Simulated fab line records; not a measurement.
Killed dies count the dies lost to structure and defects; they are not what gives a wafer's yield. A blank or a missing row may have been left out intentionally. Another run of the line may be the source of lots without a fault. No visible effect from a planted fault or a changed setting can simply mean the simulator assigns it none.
fab line records	flow sky130
[record] lots = 24	wafers = 72	last_day = 50
route steps=708 shown VIA1@461 METAL2@501 VIA2@519 VIA4@651 METAL5@675
lots untouched by any fault: they come from a run of this same line in which no faults occurred
start_h: hours from the record's opening day to when the first of the lot's shown wafers began	wait_h: hours from the lot's prior step to this one	" same as the row above	L1.1+2: several wafers, shown together as one row	- either no value or no given start	* or withheld: withheld	< > ~ a bound
route shown NAME@n: NAME is a module with steps in the file, n the number in the route of the first one	usual: mean and standard deviation over wafers with no fault	same: alike in all rows	chamber/n: place in a boat	sites: the reading at each site	_std_site: the standard deviation of these	_edge_site: mean of outer sites minus mean of inner sites	radius_mm: for every site, how far away it sits from the centre of the wafer	mask NAME#n: copy n	behind: the most recent tool/chamber to have shaped the wafer	hold: why the lot went on hold/how many hours it stayed there/how the hold came to an end	device: whichever transistor did not switch (one of n, p or np)	end of line: the route-end tests of the same wafers	where a step has no rows: the recipe by itself	killed: dies that structure and defects cost at the first sort, which is not the same as the wafer's yield	map: the dies of a wafer, with x for killed, . for not killed, _ for no die there
set.NAME: the setting the step ran with; set.NAME@STEP: the setting that earlier step ran with	model.NAME: the simulator's own value behind a step, which no gauge read
a sample of lots followed through the steps of the route, with each step as a table and each wafer as a row
services: from which hour (start_h, from the record's first day; less than 0 if before it) a tool's chamber was out of use, for how many hours, and why
[[steps]]
[step SKY_VIA1_BOW_MEAS_03]
[recipe] mode = bow
[usual] VIA1_BOW = 81/6.6
lot.wafer	tool	chamber	start_h	wait_h	VIA1_BOW[um]
L076.4	film_metro-04	-	786.57	0.2	84
L076.5	"	-	"	"	81
L076.6	"	-	"	"	81
L075.1	film_metro-03	-	786.82	0.1	80
L075.5	"	-	"	"	74
L075.6	"	-	"	"	80
L074.2	film_metro-04	-	787.53	0.2	79
L074.3	"	-	"	"	86
L074.4	"	-	"	"	84
L077.3	film_metro-03	-	788.35	0.2	89
L077.5	"	-	"	"	71
L077.6	"	-	"	"	89
L078.1	film_metro-02	-	797.26	0.1	88
L078.2	"	-	"	"	79
L078.3	"	-	"	"	84
L079.1	film_metro-02	-	807.08	0.1	72
L079.3	"	-	"	"	63
L079.6	"	-	"	"	81
L080.3	film_metro-03	-	813.45	0.3	84
L080.4	"	-	"	"	82
L080.6	"	-	"	"	80
L081.1	film_metro-03	-	823.12	0.2	77
L081.3	"	-	"	"	82
L081.6	"	-	"	"	88
L082.1	film_metro-02	-	833.82	0.1	96
L082.4	"	-	"	"	72
L082.5	"	-	"	"	91
L083.4	film_metro-04	-	839.84	0.3	89
L083.5	"	-	"	"	72
L083.6	"	-	"	"	68
L084.3	film_metro-02	-	847.06	0.2	78
L084.4	"	-	"	"	85
L084.5	"	-	"	"	71
L085.2	film_metro-02	-	848.60	0.3	82
L085.4	"	-	"	"	86
L085.6	"	-	"	"	76
L086.2	film_metro-03	-	859.91	0.2	90
L086.3	"	-	"	"	76
L086.6	"	-	"	"	81
L087.2	film_metro-03	-	870.02	0.2	82
L087.3	"	-	"	"	76
L087.5	"	-	"	"	69
L088.4	film_metro-02	-	877.44	0.3	81
L088.5	"	-	"	"	72
L088.6	"	-	"	"	78
L089.1	film_metro-04	-	881.22	0.1	78
L089.3	"	-	"	"	80
L089.4	"	-	"	"	86
L090.1	film_metro-02	-	883.17	0.2	91
L090.2	"	-	"	"	84
L090.5	"	-	"	"	74
L093.1	film_metro-03	-	925.37	0.2	82
L093.3	"	-	"	"	74
L093.5	"	-	"	"	86
L094.2	film_metro-04	-	928.32	0.2	83
L094.4	"	-	"	"	79
L094.6	"	-	"	"	74
L091.1	film_metro-04	-	929.34	0.2	91
L091.2	"	-	"	"	74
L091.3	"	-	"	"	80
L095.2	film_metro-02	-	930.62	0.1	74
L095.4	"	-	"	"	89
L095.6	"	-	"	"	75
L092.2	film_metro-04	-	931.50	0.2	83
L092.3	"	-	"	"	84
L092.5	"	-	"	"	66
L096.1	film_metro-04	-	932.22	0.2	92
L096.4	"	-	"	"	92
L096.5	"	-	"	"	90
L097.1	film_metro-02	-	938.45	0.1	77
L097.2	"	-	"	"	87
L097.4	"	-	"	"	87
[step SKY_METAL2_ETCH_18]
[recipe] chemistry = N2/H2	target = BARC	ion_energy_ev = 200	bias_w = 100	pressure_mtorr = 30	n2_flow_sccm = 100	h2_flow_sccm = 200	icp_w = 500	stop_on = SiO2	time_s = 45.9	target_depth_a = 600
[usual] drypump_motor_current_A = 5.8/0.47	oes_product_au = 0.855/0.0045	throttle_valve_pct = 13.222/0.0086
lot.wafer	tool	chamber	start_h	wait_h	drypump_motor_current_A	oes_product_au	rf_hours_counter_h	throttle_valve_pct
L076.4	rie_metal-01	0	840.15	0.0	5.9	0.859	-	13.222
L076.5	"	1	"	"	6.3	0.860	-	13.228
L076.6	"	0	"	"	5.9	0.854	-	13.214
L075.1	rie_metal-04	0	840.95	0.1	6.0	0.856	9	13.212
L075.5	"	0	"	"	6.1	0.845	-	13.218
L075.6	"	0	"	"	6.0	0.855	-	13.214
L074.2	rie_metal-03	0	841.97	0.0	5.0	0.858	15	13.218
L074.3	"	1	"	"	5.3	0.857	-	13.227
L074.4	"	0	"	"	5.0	0.860	-	13.231
L077.3	rie_metal-03	1	842.88	0.0	5.3	0.865	-	13.229
L077.5	"	1	"	"	5.3	0.850	-	13.231
L077.6	"	0	"	"	5.0	0.852	-	13.218
L078.1	rie_metal-03	0	850.92	0.0	5.0	0.867	16	13.214
L078.2	"	1	"	"	5.3	0.855	1	13.240
L078.3	"	1	"	"	5.3	0.854	-	13.222
L079.1	rie_metal-01	0	860.76	0.0	5.9	0.854	17	13.227
L079.3	"	1	"	"	6.3	0.854	-	13.221
L079.6	"	0	"	"	5.9	0.860	-	13.223
L080.3	rie_metal-04	0	867.13	0.1	6.1	0.857	-	13.214
L080.4	"	0	"	"	6.1	0.859	-	13.236
L080.6	"	0	"	"	6.1	0.853	-	13.228
L081.1	rie_metal-04	0	876.99	0.1	6.1	0.845	12	13.227
L081.3	"	0	"	"	6.1	0.853	-	13.224
L081.6	"	0	"	"	6.1	0.852	-	13.225
L082.1	rie_metal-01	0	886.41	0.0	5.9	0.856	18	13.225
L082.4	"	1	"	"	6.3	0.852	-	13.233
L082.5	"	1	"	"	6.3	0.849	-	13.207
L083.4	rie_metal-03	1	892.43	0.0	5.3	0.856	-	13.230
L083.5	"	0	"	"	5.0	0.852	-	13.230
L083.6	"	1	"	"	5.3	0.858	-	13.214
L084.3	rie_metal-01	1	900.04	0.0	6.3	0.851	-	13.220
L084.4	"	0	"	"	5.9	0.855	-	13.240
L084.5	"	0	"	"	5.9	0.851	-	13.216
L085.2	rie_metal-04	1	901.46	0.0	5.9	0.859	0	13.216
L085.4	"	1	"	"	5.9	0.857	-	13.236
L085.6	"	0	"	"	6.1	0.862	-	13.203
L086.2	rie_metal-01	1	912.17	0.0	6.3	0.854	4	13.214
L086.3	"	0	"	"	5.9	0.854	-	13.236
L086.6	"	1	"	"	6.3	0.852	-	13.232
L087.2	rie_metal-03	0	921.63	0.0	5.0	0.843	1	13.216
L087.3	"	0	"	"	5.0	0.857	-	13.211
L087.5	"	0	"	"	5.0	0.849	-	13.228
L088.4	rie_metal-01	0	929.03	0.0	5.9	0.857	-	13.225
L088.5	"	0	"	"	5.9	0.863	-	13.210
L088.6	"	1	"	"	6.3	0.853	-	13.227
L089.1	rie_metal-01	1	933.07	0.1	6.2	0.849	5	13.228
L089.3	"	1	"	"	6.3	0.855	-	13.226
L089.4	"	1	"	"	6.3	0.856	-	13.219
L090.1	rie_metal-03	1	935.67	0.0	5.3	0.852	6	13.222
L090.2	"	0	"	"	5.0	0.857	2	13.212
L090.5	"	1	"	"	5.3	0.852	-	13.219
L093.1	rie_metal-01	0	975.72	0.0	5.9	0.859	1	13.220
L093.3	"	1	"	"	6.3	0.863	-	13.224
L093.5	"	1	"	"	6.3	0.864	-	13.212
L094.2	rie_metal-03	1	978.68	0.0	5.3	0.850	8	13.205
L094.4	"	0	"	"	5.0	0.852	-	13.222
L094.6	"	0	"	"	5.0	0.861	-	13.221
L091.1	rie_metal-01	1	979.54	0.1	6.3	0.858	10	13.216
L091.2	"	1	"	"	6.3	0.853	-	13.224
L091.3	"	1	"	"	6.3	0.861	-	13.229
L095.2	rie_metal-04	1	981.82	0.0	5.9	0.860	4	13.213
L095.4	"	1	"	"	5.9	0.855	-	13.221
L095.6	"	1	"	"	5.9	0.860	-	13.239
L092.2	rie_metal-01	0	982.43	0.0	5.9	0.849	1	13.214
L092.3	"	0	"	"	5.9	0.861	-	13.228
L092.5	"	1	"	"	6.3	0.848	-	13.221
L096.1	rie_metal-04	0	983.73	0.0	6.1	0.860	17	13.220
L096.4	"	0	"	"	6.0	0.854	-	13.237
L096.5	"	1	"	"	6.0	0.859	-	13.220
L097.1	rie_metal-03	1	989.31	0.0	5.3	0.853	8	13.229
L097.2	"	0	"	"	5.0	0.854	4	13.231
L097.4	"	1	"	"	5.3	0.854	-	13.220
[step SKY_VIA2_CD_MEAS_12]
[recipe] target_cd_nm = 200
[usual] cd_nm = 200.2/1.5
lot.wafer	tool	chamber	start_h	wait_h	cd_nm
L076.4	cd_sem-02	-	867.16	-	198.6
L076.5	"	-	"	"	199.0
L076.6	"	-	"	"	199.8
L075.1	cd_sem-02	-	868.25	-	199.0
L075.5	"	-	"	"	199.6
L075.6	"	-	"	"	199.4
L074.2	cd_sem-01	-	868.97	-	200.5
L074.3	"	-	"	"	199.8
L074.4	"	-	"	"	201.2
L077.3	cd_sem-02	-	869.34	-	199.4
L077.5	"	-	"	"	202.5
L077.6	"	-	"	"	200.5
L078.1	cd_sem-01	-	878.15	-	201.9
L078.2	"	-	"	"	202.9
L078.3	"	-	"	"	203.2
L079.1	cd_sem-01	-	886.75	-	197.6
L079.3	"	-	"	"	200.0
L079.6	"	-	"	"	199.3
L080.3	cd_sem-01	-	894.14	-	199.0
L080.4	"	-	"	"	199.7
L080.6	"	-	"	"	199.6
L081.1	cd_sem-01	-	902.81	-	196.8
L081.3	"	-	"	"	198.6
L081.6	"	-	"	"	195.6
L082.1	cd_sem-02	-	913.01	-	201.0
L082.4	"	-	"	"	202.4
L082.5	"	-	"	"	201.3
L083.4	cd_sem-01	-	918.49	-	201.9
L083.5	"	-	"	"	200.9
L083.6	"	-	"	"	201.1
L084.3	cd_sem-01	-	926.27	-	198.6
L084.4	"	-	"	"	197.5
L084.5	"	-	"	"	197.9
L085.2	cd_sem-02	-	927.50	-	202.8
L085.4	"	-	"	"	201.6
L085.6	"	-	"	"	201.3
L086.2	cd_sem-02	-	938.65	-	201.1
L086.3	"	-	"	"	201.6
L086.6	"	-	"	"	200.1
L087.2	cd_sem-01	-	947.19	-	201.5
L087.3	"	-	"	"	200.3
L087.5	"	-	"	"	200.9
L088.4	cd_sem-01	-	954.68	-	200.3
L088.5	"	-	"	"	199.4
L088.6	"	-	"	"	200.5
L089.1	cd_sem-01	-	959.04	-	199.6
L089.3	"	-	"	"	199.4
L089.4	"	-	"	"	198.7
L090.1	cd_sem-01	-	960.95	-	201.1
L090.2	"	-	"	"	200.0
L090.5	"	-	"	"	201.9
L093.1	cd_sem-02	-	1001.61	-	202.7
L093.3	"	-	"	"	201.9
L093.5	"	-	"	"	200.6
L094.2	cd_sem-02	-	1004.40	-	198.2
L094.4	"	-	"	"	198.3
L094.6	"	-	"	"	201.7
L091.1	cd_sem-02	-	1005.43	-	199.2
L091.2	"	-	"	"	197.5
L091.3	"	-	"	"	198.3
L095.2	cd_sem-02	-	1007.17	-	198.8
L095.4	"	-	"	"	198.1
L095.6	"	-	"	"	198.6
L092.2	cd_sem-01	-	1008.54	-	199.6
L092.3	"	-	"	"	200.9
L092.5	"	-	"	"	201.0
L096.1	cd_sem-01	-	1009.34	-	200.4
L096.4	"	-	"	"	200.7
L096.5	"	-	"	"	202.2
L097.1	cd_sem-02	-	1014.72	-	200.5
L097.2	"	-	"	"	201.5
L097.4	"	-	"	"	202.0
[step SKY_VIA4_ETCH_12]
[recipe] target = SiO2	chemistry = C4F8/O2/Ar	stop_on = TiN	mask_material = NOVOLAK	source_w = 1500	bias_w = 1200	pressure_mtorr = 40	c4f8_flow_sccm = withheld	O2_flow_sccm = 6	Ar_flow_sccm = 300	time_s = withheld	target_depth_a = 5800
[usual] oes_product_au = 0.925/0.0048
lot.wafer	tool	chamber	start_h	wait_h	oes_product_au
L076.4	rie_diel-04	2	1022.67	0.0	0.924
L076.5	"	0	"	"	0.934
L076.6	"	3	"	"	0.931
L075.1	rie_diel-02	1	1025.20	0.0	0.930
L075.5	"	3	"	"	0.931
L075.6	"	2	"	"	0.925
L074.2	rie_diel-04	0	1025.50	0.0	0.924
L074.3	"	3	"	"	0.925
L074.4	"	2	"	"	0.921
L077.3	rie_diel-02	3	1025.51	0.0	0.917
L077.5	"	1	"	"	0.933
L077.6	"	2	"	"	0.920
L078.1	rie_diel-04	0	1032.71	0.0	0.917
L078.2	"	2	"	"	0.926
L078.3	"	3	"	"	0.931
L079.1	rie_diel-04	3	1039.41	0.0	0.929
L079.3	"	2	"	"	0.924
L079.6	"	3	"	"	0.923
L080.3	rie_diel-04	0	1046.55	0.0	0.924
L080.4	"	1	"	"	0.929
L080.6	"	0	"	"	0.922
L081.1	rie_diel-01	3	1052.85	0.0	0.915
L081.3	"	1	"	"	0.923
L081.6	"	3	"	"	0.927
L082.1	rie_diel-02	3	1066.47	0.0	0.927
L082.4	"	1	"	"	0.927
L082.5	"	0	"	"	0.927
L083.4	rie_diel-01	1	1069.76	0.0	0.929
L083.5	"	0	"	"	0.921
L083.6	"	3	"	"	0.922
L084.3	rie_diel-02	2	1072.20	0.0	0.923
L084.4	"	0	"	"	0.931
L084.5	"	0	"	"	0.925
L085.2	rie_diel-04	1	1072.57	0.0	0.927
L085.4	"	2	"	"	0.925
L085.6	"	3	"	"	0.924
L086.2	rie_diel-02	0	1082.47	0.0	0.932
L086.3	"	2	"	"	0.927
L086.6	"	0	"	"	0.923
L087.2	rie_diel-01	1	1091.10	0.0	0.928
L087.3	"	0	"	"	0.922
L087.5	"	0	"	"	0.927
L088.4	rie_diel-04	1	1096.10	0.0	0.935
L088.5	"	2	"	"	0.923
L088.6	"	1	"	"	0.931
L089.1	rie_diel-01	1	1100.67	0.0	0.920
L089.3	"	3	"	"	0.923
L089.4	"	0	"	"	0.919
L090.1	rie_diel-01	1	1109.90	0.0	0.934
L090.2	"	0	"	"	0.921
L090.5	"	3	"	"	0.923
L093.1	rie_diel-01	3	1136.12	0.0	0.926
L093.3	"	1	"	"	0.929
L093.5	"	0	"	"	0.931
L094.2	rie_diel-02	3	1139.06	0.0	0.926
L094.4	"	0	"	"	0.936
L094.6	"	3	"	"	0.916
L091.1	rie_diel-04	2	1140.15	0.0	0.928
L091.2	"	0	"	"	0.924
L091.3	"	1	"	"	0.921
L095.2	rie_diel-01	2	1140.16	0.0	0.929
L095.4	"	1	"	"	0.922
L095.6	"	0	"	"	0.921
L092.2	rie_diel-01	0	1141.81	0.0	0.928
L092.3	"	3	"	"	0.923
L092.5	"	1	"	"	0.931
L096.1	rie_diel-02	3	1141.90	0.0	0.927
L096.4	"	1	"	"	0.926
L096.5	"	2	"	"	0.926
L097.1	rie_diel-02	0	1144.76	0.0	0.929
L097.2	"	3	"	"	0.915
L097.4	"	2	"	"	0.923
[step SKY_METAL5_DESCUM_14]
[recipe] chemistry = O2	source_power_w = 150	bias_power_w = 0	pressure_mtorr = 10	temp_c = 40	time_s = 11
[usual] drypump_motor_current_A = 5.4/0.58	oes_product_au = 0.993/0.017
lot.wafer	tool	chamber	start_h	wait_h	drypump_motor_current_A	oes_product_au	rf_hours_counter_h
L076.4	rie_metal-02	0	1046.36	0.1	4.7	0.992	-
L076.5	"	1	"	"	6.3	0.996	-
L076.6	"	0	"	"	4.7	0.987	-
L075.1	rie_metal-03	0	1048.45	0.1	5.0	0.975	8
L075.5	"	0	"	"	5.0	0.976	-
L075.6	"	1	"	"	5.3	1.000	-
L074.2	rie_metal-02	0	1048.63	0.1	4.8	0.997	17
L074.3	"	1	"	"	6.3	0.998	-
L074.4	"	0	"	"	4.8	0.985	-
L077.3	rie_metal-01	0	1048.76	0.1	5.9	1.012	-
L077.5	"	1	"	"	6.2	1.019	-
L077.6	"	0	"	"	5.9	1.018	-
L078.1	rie_metal-03	0	1054.43	0.1	5.0	0.957	9
L078.2	"	1	"	"	5.3	1.000	12
L078.3	"	0	"	"	5.0	0.967	-
L079.1	rie_metal-03	0	1068.27	0.1	5.0	0.977	9
L079.3	"	0	"	"	5.0	0.974	-
L079.6	"	1	"	"	5.3	1.004	-
L080.3	rie_metal-03	0	1070.20	0.1	5.0	0.970	-
L080.4	"	1	"	"	5.2	1.001	-
L080.6	"	0	"	"	5.0	0.963	-
L081.1	rie_metal-03	0	1076.13	0.1	5.0	0.974	10
L081.3	"	0	"	"	5.0	0.984	-
L081.6	"	1	"	"	5.3	1.011	-
L082.1	rie_metal-02	1	1089.23	0.1	6.3	0.994	10
L082.4	"	0	"	"	4.7	0.996	-
L082.5	"	0	"	"	4.7	0.999	-
L083.4	rie_metal-01	0	1092.93	0.1	5.9	1.012	-
L083.5	"	1	"	"	6.3	1.017	-
L083.6	"	0	"	"	5.9	0.996	-
L084.3	rie_metal-02	1	1094.76	0.1	6.3	0.995	-
L084.4	"	0	"	"	4.7	0.991	-
L084.5	"	0	"	"	4.7	0.996	-
L085.2	rie_metal-03	1	1095.05	0.1	5.3	1.016	15
L085.4	"	1	"	"	5.3	1.000	-
L085.6	"	0	"	"	5.0	0.972	-
L086.2	rie_metal-03	0	1103.68	0.1	5.0	0.978	12
L086.3	"	0	"	"	5.0	0.965	-
L086.6	"	0	"	"	5.0	0.973	-
L087.2	rie_metal-03	1	1113.38	0.1	5.2	1.008	16
L087.3	"	1	"	"	5.2	1.010	-
L087.5	"	1	"	"	5.2	1.000	-
L088.4	rie_metal-01	1	1118.62	0.1	6.2	1.033	-
L088.5	"	0	"	"	5.9	1.006	-
L088.6	"	1	"	"	6.2	1.037	-
L089.1	rie_metal-03	0	1122.50	0.1	5.0	0.975	14
L089.3	"	1	"	"	5.3	1.008	-
L089.4	"	0	"	"	5.0	0.972	-
L090.1	rie_metal-02	0	1130.72	0.1	4.7	0.991	22
L090.2	"	1	"	"	6.3	0.982	12
L090.5	"	0	"	"	4.7	0.988	-
L093.1	rie_metal-03	0	1154.67	0.1	5.0	0.970	17
L093.3	"	0	"	"	5.0	0.971	-
L093.5	"	1	"	"	5.2	1.005	-
L094.2	rie_metal-03	0	1159.45	0.1	5.0	0.965	18
L094.4	"	0	"	"	5.0	0.954	-
L094.6	"	0	"	"	5.0	0.958	-
L091.1	rie_metal-01	1	1160.03	0.1	6.3	1.035	23
L091.2	"	0	"	"	5.9	1.004	14
L091.3	"	1	"	"	6.3	1.034	-
L095.2	rie_metal-02	1	1160.05	0.1	6.3	0.997	15
L095.4	"	0	"	"	4.7	1.001	-
L095.6	"	0	"	"	4.8	1.003	-
L092.2	rie_metal-02	1	1162.12	0.1	6.3	0.994	15
L092.3	"	1	"	"	6.3	0.987	-
L092.5	"	1	"	"	6.3	0.983	-
L096.1	rie_metal-03	1	1162.30	0.1	5.2	0.997	22
L096.4	"	0	"	"	5.0	0.973	-
L096.5	"	1	"	"	5.3	0.998	-
L097.1	rie_metal-02	0	1164.73	0.1	4.7	0.996	24
L097.2	"	1	"	"	6.3	0.992	15
L097.4	"	0	"	"	4.7	0.993	-
[step SKY_METAL5_METAL_ETCH_15]
[recipe] target_depth_a = 12600	stop_on = SiO2	over_etch_frac = 0.2	time_s = 252	chemistry = Cl2/BCl3	resist_sidewall_deg = 86	pressure_mtorr = 10	icp_w = 900	bias_w = 48.5	Cl2_flow_sccm = 60	bcl3_flow_sccm = 30
[usual] drypump_motor_current_A = 5.4/0.58	oes_product_au = 0.894/0.0054	throttle_valve_pct = 22.265/0.0087
[same] over_etch_frac = 0.2
lot.wafer	tool	chamber	start_h	wait_h	drypump_motor_current_A	oes_product_au	rf_hours_counter_h	throttle_valve_pct
L076.4	rie_metal-02	0	1046.46	0.1	4.7	0.895	-	22.259
L076.5	"	1	"	"	6.3	0.888	-	22.257
L076.6	"	0	"	"	4.7	0.901	-	22.253
L075.1	rie_metal-03	0	1048.48	0.0	5.0	0.896	8	22.254
L075.5	"	0	"	"	5.0	0.904	-	22.260
L075.6	"	1	"	"	5.3	0.902	-	22.266
L074.2	rie_metal-02	0	1048.66	0.0	4.7	0.890	17	22.281
L074.3	"	1	"	"	6.3	0.902	-	22.258
L074.4	"	0	"	"	4.7	0.893	-	22.260
L077.3	rie_metal-01	0	1048.86	0.1	5.9	0.889	-	22.263
L077.5	"	1	"	"	6.2	0.896	-	22.265
L077.6	"	0	"	"	5.9	0.899	-	22.270
L078.1	rie_metal-03	0	1054.46	0.0	5.0	0.902	9	22.270
L078.2	"	1	"	"	5.3	0.900	12	22.264
L078.3	"	0	"	"	5.0	0.900	-	22.263
L079.1	rie_metal-03	0	1068.32	0.0	5.0	0.899	9	22.265
L079.3	"	0	"	"	5.0	0.893	-	22.260
L079.6	"	1	"	"	5.3	0.893	-	22.245
L080.3	rie_metal-03	0	1070.33	0.1	5.0	0.901	-	22.266
L080.4	"	1	"	"	5.3	0.893	-	22.270
L080.6	"	0	"	"	5.0	0.896	-	22.273
L081.1	rie_metal-03	0	1076.18	0.0	5.0	0.896	10	22.258
L081.3	"	0	"	"	5.0	0.893	-	22.264
L081.6	"	1	"	"	5.2	0.893	-	22.278
L082.1	rie_metal-02	1	1089.27	0.0	6.3	0.891	10	22.257
L082.4	"	0	"	"	4.8	0.890	-	22.263
L082.5	"	0	"	"	4.8	0.897	-	22.260
L083.4	rie_metal-01	0	1093.04	0.1	5.9	0.892	-	22.258
L083.5	"	1	"	"	6.2	0.901	-	22.270
L083.6	"	0	"	"	5.9	0.890	-	22.252
L084.3	rie_metal-02	1	1094.86	0.1	6.3	0.894	-	22.241
L084.4	"	0	"	"	4.7	0.889	-	22.264
L084.5	"	0	"	"	4.7	0.890	-	22.263
L085.2	rie_metal-03	1	1095.08	0.0	5.3	0.898	15	22.258
L085.4	"	1	"	"	5.3	0.908	-	22.276
L085.6	"	0	"	"	5.0	0.898	-	22.273
L086.2	rie_metal-03	0	1103.72	0.0	5.0	0.896	12	22.281
L086.3	"	0	"	"	5.0	0.901	-	22.275
L086.6	"	0	"	"	5.0	0.891	-	22.265
L087.2	rie_metal-03	1	1113.42	0.0	5.3	0.892	16	22.263
L087.3	"	1	"	"	5.2	0.897	-	22.274
L087.5	"	1	"	"	5.3	0.890	-	22.265
L088.4	rie_metal-01	1	1118.72	0.1	6.2	0.895	-	22.257
L088.5	"	0	"	"	5.9	0.886	-	22.263
L088.6	"	1	"	"	6.3	0.891	-	22.266
L089.1	rie_metal-03	0	1122.53	0.0	5.0	0.892	14	22.264
L089.3	"	1	"	"	5.3	0.894	-	22.271
L089.4	"	0	"	"	5.0	0.883	-	22.278
L090.1	rie_metal-02	0	1130.76	0.0	4.7	0.901	22	22.273
L090.2	"	1	"	"	6.3	0.899	12	22.271
L090.5	"	0	"	"	4.7	0.889	-	22.263
L093.1	rie_metal-03	0	1154.71	0.0	5.0	0.896	17	22.262
L093.3	"	0	"	"	5.0	0.899	-	22.283
L093.5	"	1	"	"	5.3	0.890	-	22.266
L094.2	rie_metal-03	0	1159.48	0.0	5.0	0.895	18	22.267
L094.4	"	0	"	"	5.0	0.895	-	22.251
L094.6	"	0	"	"	5.0	0.893	-	22.266
L091.1	rie_metal-01	1	1160.07	0.0	6.3	0.894	23	22.260
L091.2	"	0	"	"	5.9	0.885	14	22.272
L091.3	"	1	"	"	6.3	0.894	-	22.261
L095.2	rie_metal-02	1	1160.08	0.0	6.3	0.892	15	22.247
L095.4	"	0	"	"	4.7	0.895	-	22.271
L095.6	"	0	"	"	4.7	0.881	-	22.270
L092.2	rie_metal-02	1	1162.16	0.0	6.3	0.889	15	22.255
L092.3	"	1	"	"	6.3	0.904	-	22.264
L092.5	"	1	"	"	6.3	0.885	-	22.283
L096.1	rie_metal-03	1	1162.33	0.0	5.3	0.891	22	22.252
L096.4	"	0	"	"	5.0	0.900	-	22.255
L096.5	"	1	"	"	5.3	0.899	-	22.261
L097.1	rie_metal-02	0	1164.77	0.0	4.7	0.899	25	22.265
L097.2	"	1	"	"	6.3	0.896	15	22.251
L097.4	"	0	"	"	4.7	0.886	-	22.254
[[services]]
tool	chamber	start_h	hours	kind
rie_metal-04	1	816.17	32.6	repair
rie_diel-04	2	843.66	11.7	repair
rie_metal-03	0	872.93	-	clean
rie_metal-04	-	880.23	2.8	pm
rie_diel-02	0	915.99	2.6	repair
rie_diel-04	-	917.60	2.8	pm
rie_diel-04	1	927.04	7.9	repair
rie_diel-04	-	927.95	0.4	repair
rie_diel-02	2	929.66	22.8	repair
rie_metal-02	-	936.75	0.2	repair
rie_diel-04	0	947.16	8.5	repair
rie_diel-04	1	960.67	2.2	repair
rie_metal-03	-	966.93	0.8	repair
rie_metal-04	-	981.00	0.5	repair
rie_diel-04	-	991.23	14.6	pm
rie_metal-01	0	996.18	1.5	repair
rie_metal-02	0	998.12	2.8	repair
rie_metal-01	0	1008.00	4.2	repair
rie_metal-04	1	1041.60	2.9	repair
rie_diel-04	-	1090.97	0.4	repair
rie_diel-01	-	1096.45	0.4	repair
rie_metal-02	-	1110.18	14.6	pm
rie_diel-01	0	1113.52	4.2	repair
rie_diel-04	1	1157.46	3.7	repair
[[key]]
fault none
